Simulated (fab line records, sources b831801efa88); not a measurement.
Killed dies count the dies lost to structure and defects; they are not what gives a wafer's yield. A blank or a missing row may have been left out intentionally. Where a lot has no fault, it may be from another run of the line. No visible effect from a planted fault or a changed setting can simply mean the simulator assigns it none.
fab line records	flow sky130
record lots=24	wafers=72	lastDay=50
route steps=708 shown METAL1@450 VIA1@481 VIA2@520
lots that met no fault: taken from a fault-free run of the same line
startH: start of the lot's first displayed wafer, in hours after the record's first day	waitH: how many hours have passed since the lot's step before this one	" identical to the entry in the row above	L1.1+2: a single row standing in for several wafers	- no value, or no start was given	* or withheld: withheld	< > ~ a bound
route shown NAME@n: names a module that has steps shown in the file, with the first one's number in the route	usual: mean/standard deviation of fault-free wafers	same: alike in all rows	chamber/n: place in a boat	sites: the reading at each site	_std_site: their standard deviation	_edge_site: inner sites' mean taken away from outer sites' mean	radiusMm: how far each site lies from the wafer's centre	mask NAME#n: copy n	behind: the last tool/chamber to shape the wafer	hold: why the lot was held/for how many hours/how that ended	device: whichever transistor did not switch (one of n, p or np)	end of line: the same wafers' tests at the end of the route	step lacking rows: just its recipe	killed: not the wafer's yield, but the dies lost to structure and defects at the first sort	map: a wafer's dies, x killed, . not, _ none there
set.NAME: setting as actually run; set.NAME@STEP: the setting as run at that earlier step	model.NAME: the simulator's own value behind a step, which no gauge read
a sample of lots followed through the steps of the route, with each step as a table and each wafer as a row
services: from which hour (startH, from the record's first day; less than 0 if before it) a tool's chamber was out of use, for how many hours, and why
## steps
# step SKY_METAL1_OVL_MEAS_16
# usual METAL1_OVL=-1/5.2
lot.wafer	tool	chamber	startH	waitH	METAL1_OVL[nm]
L074.2	overlay-01	-	756.57	0.1	3
L074.3	"	-	"	"	-3
L074.4	"	-	"	"	0
L075.3	overlay-02	-	772.52	0.1	3
L075.5	"	-	"	"	-1
L075.6	"	-	"	"	-2
L076.1	overlay-01	-	777.16	0.1	1
L076.2	"	-	"	"	4
L076.3	"	-	"	"	1
L077.1	overlay-02	-	784.16	0.1	-6
L077.3	"	-	"	"	-13
L077.6	"	-	"	"	-6
L078.1	overlay-01	-	786.81	0.1	-8
L078.2	"	-	"	"	-10
L078.6	"	-	"	"	-1
L079.1	overlay-02	-	796.41	0.1	3
L079.4	"	-	"	"	10
L079.6	"	-	"	"	7
L080.1	overlay-02	-	813.16	0.1	-3
L080.3	"	-	"	"	-3
L080.5	"	-	"	"	0
L081.3	overlay-01	-	826.60	0.1	8
L081.4	"	-	"	"	6
L081.6	"	-	"	"	2
L082.1	overlay-02	-	846.99	0.1	-1
L082.4	"	-	"	"	1
L082.5	"	-	"	"	-6
L083.4	overlay-01	-	852.15	0.1	2
L083.5	"	-	"	"	0
L083.6	"	-	"	"	-11
L085.2	overlay-02	-	855.76	0.1	3
L085.4	"	-	"	"	0
L085.6	"	-	"	"	-2
L084.2	overlay-02	-	858.09	0.1	-2
L084.5	"	-	"	"	-12
L084.6	"	-	"	"	-2
L086.1	overlay-02	-	860.84	0.1	3
L086.3	"	-	"	"	8
L086.4	"	-	"	"	-3
L088.3	overlay-02	-	875.00	0.1	-6
L088.5	"	-	"	"	4
L088.6	"	-	"	"	1
L087.1	overlay-01	-	882.22	0.1	0
L087.2	"	-	"	"	6
L087.5	"	-	"	"	4
L090.1	overlay-02	-	895.72	0.1	5
L090.3	"	-	"	"	5
L090.4	"	-	"	"	-5
L089.1	overlay-02	-	896.26	0.1	1
L089.3	"	-	"	"	-3
L089.6	"	-	"	"	-1
L091.2	overlay-02	-	905.57	0.1	-3
L091.5	"	-	"	"	4
L091.6	"	-	"	"	-6
L092.4	overlay-02	-	906.72	0.1	-3
L092.5	"	-	"	"	-2
L092.6	"	-	"	"	-3
L093.2	overlay-02	-	908.56	0.1	5
L093.5	"	-	"	"	0
L093.6	"	-	"	"	-3
L095.1	overlay-01	-	918.56	0.1	5
L095.2	"	-	"	"	10
L095.5	"	-	"	"	8
L094.3	overlay-02	-	919.33	0.1	-12
L094.4	"	-	"	"	-7
L094.5	"	-	"	"	-14
L096.1	overlay-01	-	928.22	0.1	4
L096.3	"	-	"	"	3
L096.4	"	-	"	"	1
L097.1	overlay-01	-	931.34	0.1	-3
L097.3	"	-	"	"	-4
L097.4	"	-	"	"	-7
# step SKY_METAL1_METAL_ETCH_19
# recipe targetDepthA=3600	stopOn=SiO2	overEtchFrac=0.3	timeS=78	chemistry=Cl2/BCl3	resistSidewallDeg=88	pressureMtorr=10	icpW=900	biasW=48.5	Cl2_flow_sccm=60	bcl3FlowSccm=30
# usual drypumpMotorCurrentA=5.83/0.26	oesProductAu=0.853/0.0064	throttleValvePct=22.265/0.0078
lot.wafer	tool	chamber	startH	waitH	drypumpMotorCurrentA	oesProductAu	rfHoursCounterH	throttleValvePct
L074.2	rieMetal-01	1	756.70	0.0	5.72	0.858	14	22.248
L074.3	"	0	"	"	6.02	0.853	-	22.264
L074.4	"	1	"	"	5.73	0.856	-	22.260
L075.3	rieMetal-01	1	772.67	0.1	5.72	0.852	-	22.274
L075.5	"	0	"	"	6.01	0.851	-	22.274
L075.6	"	1	"	"	5.72	0.863	-	22.268
L076.1	rieMetal-04	0	777.29	0.0	6.17	0.849	4	22.271
L076.2	"	1	"	"	5.33	0.859	12	22.252
L076.3	"	1	"	"	5.33	0.854	-	22.257
L077.1	rieMetal-04	0	784.29	0.0	6.14	0.852	4	22.260
L077.3	"	0	"	"	6.17	0.863	-	22.270
L077.6	"	0	"	"	6.16	0.845	-	22.275
L078.1	rieMetal-03	1	786.94	0.0	5.73	0.852	11	22.269
L078.2	"	0	"	"	5.76	0.850	10	22.271
L078.6	"	1	"	"	5.74	0.853	-	22.275
L079.1	rieMetal-03	1	796.54	0.0	5.69	0.847	11	22.266
L079.4	"	0	"	"	5.75	0.862	-	22.255
L079.6	"	1	"	"	5.71	0.865	-	22.264
L080.1	rieMetal-04	1	813.29	0.0	5.34	0.847	13	22.261
L080.3	"	1	"	"	5.33	0.861	-	22.275
L080.5	"	1	"	"	5.29	0.865	-	22.259
L081.3	rieMetal-03	0	826.87	0.1	5.81	0.843	-	22.270
L081.4	"	0	"	"	5.79	0.850	-	22.250
L081.6	"	0	"	"	5.79	0.858	-	22.268
L082.1	rieMetal-03	0	847.21	0.1	5.77	0.844	13	22.273
L082.4	"	0	"	"	5.78	0.842	-	22.257
L082.5	"	0	"	"	5.81	0.850	-	22.266
L083.4	rieMetal-04	0	852.30	0.1	6.16	0.857	-	22.258
L083.5	"	1	"	"	5.34	0.861	-	22.263
L083.6	"	0	"	"	6.16	0.862	-	22.260
L085.2	rieMetal-03	0	856.01	0.1	5.78	0.859	-	22.281
L085.4	"	0	"	"	5.75	0.850	-	22.278
L085.6	"	0	"	"	5.75	0.852	-	22.279
L084.2	rieMetal-04	1	858.22	0.0	5.34	0.861	16	22.266
L084.5	"	0	"	"	6.20	0.866	-	22.253
L084.6	"	1	"	"	5.36	0.845	-	22.258
L086.1	rieMetal-01	0	861.06	0.1	5.99	0.848	7	22.259
L086.3	"	0	"	"	6.00	0.854	-	22.261
L086.4	"	0	"	"	6.00	0.866	-	22.259
L088.3	rieMetal-01	0	875.27	0.1	6.02	0.858	-	22.270
L088.5	"	0	"	"	6.06	0.859	-	22.275
L088.6	"	0	"	"	6.02	0.857	-	22.271
L087.1	rieMetal-03	0	882.44	0.1	5.81	0.848	16	22.256
L087.2	"	0	"	"	5.80	0.866	-	22.274
L087.5	"	0	"	"	5.80	0.859	-	22.270
L090.1	rieMetal-03	0	895.94	0.1	5.74	0.855	17	22.255
L090.3	"	0	"	"	5.74	0.864	-	22.281
L090.4	"	0	"	"	5.73	0.859	-	22.267
L089.1	rieMetal-01	0	896.48	0.1	6.00	0.844	10	22.260
L089.3	"	0	"	"	6.00	0.862	-	22.271
L089.6	"	0	"	"	6.02	0.854	-	22.254
L091.2	rieMetal-04	0	905.70	0.0	6.17	0.854	9	22.259
L091.5	"	0	"	"	6.13	0.850	-	22.258
L091.6	"	1	"	"	5.34	0.852	-	22.266
L092.4	rieMetal-01	0	907.02	0.1	6.03	0.846	-	22.267
L092.5	"	0	"	"	6.04	0.842	-	22.272
L092.6	"	0	"	"	6.07	0.855	-	22.266
L093.2	rieMetal-04	0	908.69	0.0	6.13	0.854	9	22.263
L093.5	"	1	"	"	5.35	0.852	-	22.273
L093.6	"	0	"	"	6.16	0.842	-	22.269
L095.1	rieMetal-03	1	918.78	0.1	5.69	0.855	1	22.266
L095.2	"	1	"	"	5.72	0.853	-	22.259
L095.5	"	1	"	"	5.70	0.853	-	22.268
L094.3	rieMetal-01	0	919.60	0.1	6.05	0.860	-	22.266
L094.4	"	0	"	"	6.04	0.849	-	22.275
L094.5	"	0	"	"	6.05	0.851	-	22.251
L096.1	rieMetal-01	1	928.35	0.0	5.75	0.856	0	22.266
L096.3	"	0	"	"	6.04	0.849	-	22.271
L096.4	"	1	"	"	5.72	0.859	-	22.260
L097.1	rieMetal-03	0	931.47	0.0	5.74	0.857	0	22.263
L097.3	"	0	"	"	5.72	0.849	-	22.268
L097.4	"	1	"	"	5.75	0.857	-	22.250
# step SKY_METAL1_STRIP_20
# recipe chemistry=O2/N2	powerW=1400	pressureMtorr=1500	platenTempC=withheld	o2FlowSccm=3000	n2FlowSccm=300	overashFraction=0.5
# usual drypumpMotorCurrentA=5.6/0.36	oesProductAu=0.343/0.005	stripTimeToEndpointS=2.69/0.055
lot.wafer	tool	chamber	startH	waitH	drypumpMotorCurrentA	oesProductAu	rfHoursCounterH	stripTimeToEndpointS
L074.2	plasmaAsher-04	1	756.79	0.1	5.0	0.338	0	2.71
L074.3	"	0	"	"	6.3	0.348	-	2.71
L074.4	"	1	"	"	5.0	0.341	-	2.72
L075.3	plasmaAsher-04	1	772.76	0.1	5.0	0.343	-	2.67
L075.5	"	0	"	"	6.3	0.337	-	2.65
L075.6	"	1	"	"	4.9	0.349	-	2.66
L076.1	plasmaAsher-04	0	777.38	0.1	6.2	0.348	2	2.64
L076.2	"	1	"	"	5.1	0.341	2	2.78
L076.3	"	0	"	"	6.2	0.348	-	2.79
L077.1	plasmaAsher-04	1	784.38	0.1	5.0	0.341	3	2.66
L077.3	"	0	"	"	6.3	0.343	-	2.67
L077.6	"	1	"	"	5.0	0.341	-	2.65
L078.1	plasmaAsher-02	0	787.03	0.1	5.7	0.339	42	2.60
L078.2	"	1	"	"	5.4	0.344	42	2.66
L078.6	"	1	"	"	5.4	0.340	-	2.59
L079.1	plasmaAsher-01	1	796.63	0.1	5.7	0.340	57	2.61
L079.4	"	0	"	"	5.3	0.352	-	2.71
L079.6	"	0	"	"	5.3	0.344	-	2.62
L080.1	plasmaAsher-01	0	813.38	0.1	5.4	0.345	59	2.77
L080.3	"	1	"	"	5.7	0.345	-	2.80
L080.5	"	1	"	"	5.7	0.343	-	2.77
L081.3	plasmaAsher-04	0	827.03	0.1	6.2	0.343	-	2.71
L081.4	"	1	"	"	5.0	0.356	-	2.73
L081.6	"	0	"	"	6.2	0.340	-	2.67
L082.1	plasmaAsher-01	1	847.39	0.1	5.7	0.339	62	2.66
L082.4	"	0	"	"	5.4	0.352	-	2.69
L082.5	"	1	"	"	5.7	0.342	-	2.69
L083.4	plasmaAsher-01	1	852.39	0.1	5.7	0.339	-	2.64
L083.5	"	1	"	"	5.7	0.352	-	2.75
L083.6	"	0	"	"	5.4	0.345	-	2.64
L085.2	plasmaAsher-01	0	856.16	0.1	5.3	0.343	63	2.72
L085.4	"	0	"	"	5.4	0.347	-	2.73
L085.6	"	0	"	"	5.3	0.347	-	2.72
L084.2	plasmaAsher-02	0	858.31	0.1	5.6	0.350	49	2.77
L084.5	"	1	"	"	5.4	0.340	-	2.64
L084.6	"	0	"	"	5.7	0.346	-	2.76
L086.1	plasmaAsher-02	1	861.24	0.1	5.4	0.342	49	2.67
L086.3	"	0	"	"	5.7	0.339	-	2.68
L086.4	"	1	"	"	5.4	0.337	-	2.66
L088.3	plasmaAsher-04	1	875.43	0.1	5.0	0.332	-	2.67
L088.5	"	1	"	"	5.0	0.340	-	2.71
L088.6	"	0	"	"	6.2	0.350	-	2.68
L087.1	plasmaAsher-01	1	882.62	0.1	5.7	0.346	66	2.74
L087.2	"	0	"	"	5.4	0.349	66	2.71
L087.5	"	0	"	"	5.4	0.344	-	2.69
L090.1	plasmaAsher-04	1	896.12	0.1	5.0	0.351	14	2.75
L090.3	"	1	"	"	5.0	0.339	-	2.74
L090.4	"	0	"	"	6.2	0.342	-	2.76
L089.1	plasmaAsher-02	0	896.66	0.1	5.7	0.344	52	2.65
L089.3	"	0	"	"	5.6	0.345	-	2.64
L089.6	"	1	"	"	5.4	0.341	-	2.65
L091.2	plasmaAsher-02	1	905.79	0.1	5.4	0.337	54	2.66
L091.5	"	1	"	"	5.4	0.348	-	2.65
L091.6	"	0	"	"	5.6	0.348	-	2.80
L092.4	plasmaAsher-02	0	907.15	0.1	5.7	0.342	-	2.67
L092.5	"	0	"	"	5.7	0.337	-	2.64
L092.6	"	1	"	"	5.4	0.341	-	2.65
L093.2	plasmaAsher-02	0	908.78	0.1	5.7	0.335	54	2.65
L093.5	"	0	"	"	5.7	0.347	-	2.78
L093.6	"	1	"	"	5.4	0.347	-	2.66
L095.1	plasmaAsher-01	1	918.96	0.1	5.7	0.350	70	2.76
L095.2	"	0	"	"	5.3	0.345	70	2.74
L095.5	"	1	"	"	5.7	0.347	-	2.73
L094.3	plasmaAsher-02	1	919.76	0.1	5.4	0.341	-	2.63
L094.4	"	0	"	"	5.7	0.345	-	2.63
L094.5	"	1	"	"	5.4	0.337	-	2.65
L096.1	plasmaAsher-01	1	928.44	0.1	5.6	0.338	71	2.69
L096.3	"	0	"	"	5.4	0.336	-	2.67
L096.4	"	1	"	"	5.7	0.340	-	2.69
L097.1	plasmaAsher-02	0	931.56	0.1	5.7	0.343	56	2.64
L097.3	"	0	"	"	5.7	0.337	-	2.60
L097.4	"	1	"	"	5.4	0.339	-	2.64
# step SKY_VIA1_THK_MEAS_23
# recipe thkMeasGauge=xrf	reads=W_of_VIA1_CVD_21
# usual VIA1_W_THK=270/3.4
lot.wafer	tool	chamber	startH	waitH	VIA1_W_THK[nm]
L074.2	filmMetro-04	-	785.89	0.1	264
L074.3	"	-	"	"	262
L074.4	"	-	"	"	265
L075.3	filmMetro-04	-	801.00	0.1	273
L075.5	"	-	"	"	271
L075.6	"	-	"	"	267
L076.1	filmMetro-03	-	806.16	0.1	268
L076.2	"	-	"	"	268
L076.3	"	-	"	"	273
L077.1	filmMetro-01	-	813.13	0.1	273
L077.3	"	-	"	"	273
L077.6	"	-	"	"	272
L078.1	filmMetro-01	-	815.49	0.1	266
L078.2	"	-	"	"	265
L078.6	"	-	"	"	265
L079.1	filmMetro-04	-	825.26	0.1	274
L079.4	"	-	"	"	270
L079.6	"	-	"	"	270
L080.1	filmMetro-04	-	841.67	0.1	265
L080.3	"	-	"	"	270
L080.5	"	-	"	"	272
L081.3	filmMetro-04	-	854.84	0.1	277
L081.4	"	-	"	"	275
L081.6	"	-	"	"	275
L082.1	filmMetro-01	-	875.86	0.1	276
L082.4	"	-	"	"	275
L082.5	"	-	"	"	274
L083.4	filmMetro-04	-	880.90	0.1	266
L083.5	"	-	"	"	269
L083.6	"	-	"	"	268
L085.2	filmMetro-01	-	885.24	0.1	272
L085.4	"	-	"	"	271
L085.6	"	-	"	"	273
L084.2	filmMetro-01	-	886.15	0.1	265
L084.5	"	-	"	"	265
L084.6	"	-	"	"	266
L086.1	filmMetro-03	-	889.78	0.1	263
L086.3	"	-	"	"	267
L086.4	"	-	"	"	261
L088.3	filmMetro-04	-	903.43	0.1	266
L088.5	"	-	"	"	272
L088.6	"	-	"	"	274
L087.1	filmMetro-04	-	910.69	0.1	272
L087.2	"	-	"	"	271
L087.5	"	-	"	"	272
L090.1	filmMetro-03	-	923.15	0.1	271
L090.3	"	-	"	"	273
L090.4	"	-	"	"	271
L089.1	filmMetro-04	-	923.66	0.1	268
L089.3	"	-	"	"	268
L089.6	"	-	"	"	271
L091.2	filmMetro-03	-	932.43	0.1	266
L091.5	"	-	"	"	267
L091.6	"	-	"	"	271
L092.4	filmMetro-04	-	933.54	0.1	268
L092.5	"	-	"	"	273
L092.6	"	-	"	"	271
L093.2	filmMetro-01	-	935.97	0.1	269
L093.5	"	-	"	"	267
L093.6	"	-	"	"	272
L095.1	filmMetro-01	-	945.76	0.1	270
L095.2	"	-	"	"	272
L095.5	"	-	"	"	272
L094.3	filmMetro-01	-	947.16	0.1	272
L094.4	"	-	"	"	270
L094.5	"	-	"	"	268
L096.1	filmMetro-01	-	954.68	0.1	270
L096.3	"	-	"	"	273
L096.4	"	-	"	"	267
L097.1	filmMetro-04	-	957.71	0.1	275
L097.3	"	-	"	"	278
L097.4	"	-	"	"	271
# step SKY_VIA2_OVL_MEAS_13
# usual VIA2_OVL=-3/5.4
lot.wafer	tool	chamber	startH	waitH	VIA2_OVL[nm]
L074.2	overlay-01	-	840.34	0.1	-5
L074.3	"	-	"	"	-6
L074.4	"	-	"	"	-10
L075.3	overlay-02	-	854.77	0.1	-2
L075.5	"	-	"	"	-6
L075.6	"	-	"	"	-1
L076.1	overlay-01	-	859.54	0.1	-6
L076.2	"	-	"	"	-8
L076.3	"	-	"	"	1
L077.1	overlay-01	-	866.28	0.1	-6
L077.3	"	-	"	"	0
L077.6	"	-	"	"	1
L078.1	overlay-01	-	870.36	0.1	5
L078.2	"	-	"	"	-5
L078.6	"	-	"	"	0
L079.1	overlay-01	-	880.26	0.1	-8
L079.4	"	-	"	"	7
L079.6	"	-	"	"	2
L080.1	overlay-01	-	895.08	0.1	3
L080.3	"	-	"	"	-1
L080.5	"	-	"	"	-6
L081.3	overlay-01	-	908.84	0.1	-7
L081.4	"	-	"	"	-9
L081.6	"	-	"	"	-6
L082.1	overlay-01	-	928.93	0.1	3
L082.4	"	-	"	"	-5
L082.5	"	-	"	"	2
L083.4	overlay-02	-	933.02	0.1	-7
L083.5	"	-	"	"	-13
L083.6	"	-	"	"	-9
L085.2	overlay-02	-	937.74	0.1	-1
L085.4	"	-	"	"	4
L085.6	"	-	"	"	3
L084.2	overlay-01	-	938.89	0.1	2
L084.5	"	-	"	"	0
L084.6	"	-	"	"	2
L086.1	overlay-01	-	941.46	0.1	-6
L086.3	"	-	"	"	-7
L086.4	"	-	"	"	-4
L088.3	overlay-02	-	954.37	0.1	-5
L088.5	"	-	"	"	-3
L088.6	"	-	"	"	-18
L087.1	overlay-01	-	962.59	0.1	0
L087.2	"	-	"	"	-3
L087.5	"	-	"	"	-3
L090.1	overlay-02	-	973.54	0.1	-2
L090.3	"	-	"	"	-5
L090.4	"	-	"	"	-7
L089.1	overlay-02	-	974.68	0.1	14
L089.3	"	-	"	"	8
L089.6	"	-	"	"	5
L091.2	overlay-02	-	982.59	0.1	-6
L091.5	"	-	"	"	-5
L091.6	"	-	"	"	-2
L092.4	overlay-02	-	983.15	0.1	-4
L092.5	"	-	"	"	6
L092.6	"	-	"	"	-2
L093.2	overlay-02	-	987.01	0.1	-5
L093.5	"	-	"	"	-7
L093.6	"	-	"	"	3
L095.1	overlay-01	-	995.03	0.1	-3
L095.2	"	-	"	"	-11
L095.5	"	-	"	"	-11
L094.3	overlay-01	-	996.94	0.1	5
L094.4	"	-	"	"	-6
L094.5	"	-	"	"	-2
L096.1	overlay-01	-	1003.99	0.1	-1
L096.3	"	-	"	"	3
L096.4	"	-	"	"	1
L097.1	overlay-02	-	1005.71	0.1	-8
L097.3	"	-	"	"	-10
L097.4	"	-	"	"	-8
# step SKY_VIA2_ETCH_14
# recipe chemistry=N2/H2	target=BARC	ionEnergyEv=200	sourceW=500	biasW=100	pressureMtorr=30	n2FlowSccm=100	h2FlowSccm=200	stopOn=SiO2	timeS=45.9	targetDepthA=600
# usual drypumpMotorCurrentA=5.6/0.44	h2FlowSccm=200.0/0.57	oesProductAu=0.856/0.0052	throttleValvePct=13.224/0.0092
lot.wafer	tool	chamber	startH	waitH	drypumpMotorCurrentA	h2FlowSccm	oesProductAu	rfHoursCounterH	throttleValvePct
L074.2	rieDiel-01	1	840.37	0.0	5.6	199.6	0.860	18	13.244
L074.3	"	2	"	"	5.6	199.5	0.859	21	13.237
L074.4	"	0	"	"	5.6	200.5	0.857	14	13.211
L075.3	rieDiel-04	3	854.79	0.0	5.8	200.2	0.858	9	13.236
L075.5	"	2	"	"	5.3	199.8	0.856	-	13.226
L075.6	"	3	"	"	5.8	199.4	0.856	-	13.218
L076.1	rieDiel-02	3	859.57	0.0	5.4	200.0	0.863	10	13.227
L076.2	"	2	"	"	6.4	199.8	0.862	16	13.227
L076.3	"	1	"	"	5.7	200.6	0.866	5	13.226
L077.1	rieDiel-01	2	866.32	0.0	5.6	200.0	0.861	22	13.223
L077.3	"	1	"	"	5.6	199.3	0.852	19	13.210
L077.6	"	3	"	"	5.3	199.1	0.857	-	13.223
L078.1	rieDiel-02	1	870.39	0.0	5.7	200.2	0.859	5	13.221
L078.2	"	2	"	"	6.4	200.7	0.855	16	13.229
L078.6	"	1	"	"	5.7	200.3	0.855	-	13.218
L079.1	rieDiel-01	0	880.29	0.0	5.6	199.1	0.866	15	13.230
L079.4	"	1	"	"	5.6	200.2	0.849	20	13.234
L079.6	"	3	"	"	5.3	198.5	0.854	-	13.217
L080.1	rieDiel-01	2	895.12	0.0	5.6	200.5	0.845	23	13.234
L080.3	"	3	"	"	5.3	200.5	0.856	11	13.220
L080.5	"	3	"	"	5.3	200.7	0.853	-	13.228
L081.3	rieDiel-01	0	908.87	0.0	5.6	200.2	0.852	16	13.233
L081.4	"	2	"	"	5.6	199.9	0.855	23	13.222
L081.6	"	2	"	"	5.6	200.4	0.868	-	13.222
L082.1	rieDiel-01	1	928.97	0.0	5.6	199.5	0.857	21	13.209
L082.4	"	0	"	"	5.6	201.0	0.851	17	13.224
L082.5	"	1	"	"	5.6	199.4	0.858	-	13.216
L083.4	rieDiel-04	0	933.04	0.0	4.7	200.4	0.854	12	13.208
L083.5	"	3	"	"	5.8	200.5	0.851	-	13.235
L083.6	"	2	"	"	5.3	200.9	0.849	-	13.228
L085.2	rieDiel-02	2	937.77	0.0	6.4	199.9	0.857	18	13.226
L085.4	"	3	"	"	5.4	199.4	0.851	12	13.228
L085.6	"	2	"	"	6.4	199.6	0.852	-	13.227
L084.2	rieDiel-04	0	938.92	0.0	4.7	199.4	0.859	12	13.216
L084.5	"	1	"	"	5.8	199.6	0.847	-	13.228
L084.6	"	0	"	"	4.7	199.8	0.856	-	13.220
L086.1	rieDiel-02	1	941.49	0.0	5.7	199.3	0.847	7	13.235
L086.3	"	0	"	"	6.4	200.2	0.853	6	13.226
L086.4	"	2	"	"	6.4	199.8	0.860	18	13.227
L088.3	rieDiel-04	3	954.39	0.0	5.8	199.8	0.850	13	13.214
L088.5	"	0	"	"	4.7	200.4	0.866	-	13.206
L088.6	"	1	"	"	5.8	201.2	0.854	-	13.227
L087.1	rieDiel-04	2	962.62	0.0	5.3	199.9	0.845	7	13.217
L087.2	"	0	"	"	4.7	200.6	0.854	13	13.212
L087.5	"	2	"	"	5.2	200.4	0.860	-	13.215
L090.1	rieDiel-04	3	973.57	0.0	5.8	199.2	0.858	13	13.225
L090.3	"	0	"	"	4.6	199.2	0.849	13	13.220
L090.4	"	1	"	"	5.8	200.2	0.846	11	13.227
L089.1	rieDiel-01	3	974.72	0.0	5.3	200.8	0.850	14	13.226
L089.3	"	1	"	"	5.6	199.6	0.856	22	13.233
L089.6	"	1	"	"	5.6	200.2	0.864	-	13.235
L091.2	rieDiel-01	0	982.62	0.0	5.6	199.2	0.852	18	13.220
L091.5	"	3	"	"	5.3	199.9	0.857	-	13.209
L091.6	"	2	"	"	5.6	200.2	0.863	-	13.218
L092.4	rieDiel-04	1	983.17	0.0	5.8	200.8	0.851	12	13.214
L092.5	"	3	"	"	5.8	198.5	0.854	-	13.228
L092.6	"	0	"	"	4.6	200.6	0.861	-	13.211
L093.2	rieDiel-04	1	987.04	0.0	5.8	199.4	0.862	12	13.204
L093.5	"	3	"	"	5.8	199.3	0.859	-	13.220
L093.6	"	0	"	"	4.7	200.3	0.855	-	13.245
L095.1	rieDiel-02	0	995.07	0.0	6.3	199.8	0.859	7	13.229
L095.2	"	3	"	"	5.5	199.3	0.850	14	13.234
L095.5	"	3	"	"	5.5	199.5	0.858	-	13.243
L094.3	rieDiel-02	3	996.97	0.0	5.5	200.5	0.853	14	13.247
L094.4	"	1	"	"	5.7	200.6	0.859	8	13.232
L094.5	"	0	"	"	6.4	200.5	0.850	-	13.234
L096.1	rieDiel-02	2	1004.02	0.0	6.4	200.4	0.851	20	13.237
L096.3	"	3	"	"	5.5	200.0	0.848	14	13.220
L096.4	"	1	"	"	5.7	200.9	0.855	8	13.224
L097.1	rieDiel-01	1	1005.74	0.0	5.6	200.6	0.851	23	13.245
L097.3	"	0	"	"	5.6	200.6	0.861	19	13.226
L097.4	"	2	"	"	5.6	200.9	0.857	26	13.237
## services
tool	chamber	startH	hours	kind
plasmaAsher-04	-	745.84	9.0	pm
rieMetal-03	1	751.98	2.3	repair
rieDiel-01	0	755.48	6.9	repair
rieDiel-02	-	763.57	0.2	repair
rieDiel-02	0	770.05	5.1	repair
plasmaAsher-02	-	772.92	1.0	repair
rieMetal-03	1	779.25	5.1	repair
rieDiel-04	3	803.55	4.1	repair
plasmaAsher-02	-	811.07	3.2	repair
rieDiel-01	0	812.97	10.6	repair
rieDiel-02	-	816.31	14.6	pm
rieDiel-04	2	824.76	8.5	repair
rieMetal-03	1	825.27	60.9	repair
rieDiel-02	-	841.68	0.3	repair
rieDiel-04	-	845.58	2.8	pm
rieMetal-01	1	857.00	50.2	repair
rieMetal-01	0	881.27	10.1	repair
rieMetal-01	-	889.70	2.7	repair
plasmaAsher-02	-	947.48	2.5	repair
rieMetal-03	-	963.67	1.1	repair
rieMetal-01	1	976.91	5.8	repair
rieMetal-03	-	993.61	2.8	pm
rieMetal-01	1	1002.51	6.5	repair
rieDiel-04	0	1005.22	51.0	repair
## key
fault none
